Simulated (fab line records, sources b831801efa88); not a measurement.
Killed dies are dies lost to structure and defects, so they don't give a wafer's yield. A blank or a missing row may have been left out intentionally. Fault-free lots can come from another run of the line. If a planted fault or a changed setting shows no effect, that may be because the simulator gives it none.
Chamber matching	flow gf180mcu	rie diel-01 running GF_V4_ETCH_16: 4 sister chambers
The step etches BARC in N2/H2. 4 wafers are shown with their chamber, then 12 later ones without.

## WAFERS WITH THEIR CHAMBER
wafer	chamber	drypump motor current A (A)
L084.3	0	5.7
L086.1	1	5.3
L086.2	2	6.6
L086.6	3	5.7

## WAFERS WHOSE CHAMBER IS MISSING
wafer	drypump motor current A (A)
L090.3	5.3
L090.5	5.7
L090.6	5.3
L091.1	5.3
L091.4	5.3
L091.6	5.7
L094.1	6.6
L094.3	5.4
L094.6	6.6
L096.2	5.7
L096.3	5.7
L096.4	6.5

## WHICH CHAMBER EACH WENT THROUGH
wafer	from the rows above	in truth
L090.3	1	1
L090.5	can't be placed: 0 or 3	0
L090.6	1	1
L091.1	1	1
L091.4	1	1
L091.6	can't be placed: 0 or 3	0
L094.1	2	2
L094.3	1	1
L094.6	2	2
L096.2	can't be placed: 0 or 3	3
L096.3	can't be placed: 0 or 3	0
L096.4	2	2
Correctly placed: 8 of 12. These rows do not allow placing 4 (true chamber among the candidates in 4). 0 placed wrongly.
How it was worked out, from the rows above alone: a wafer's distance from a chamber is the root of the sum, over the readings, of the square of ((its reading less the chamber's mean) divided by the reading's scatter). The wafer belongs to the nearest chamber; if the next one is less than 2 further off, it can't be placed. A chamber's mean is the mean of its shown wafers. The scatter (one wafer shown for each chamber): square how far every hidden wafer sits from the nearest shown wafer, average those squares and take the square root.
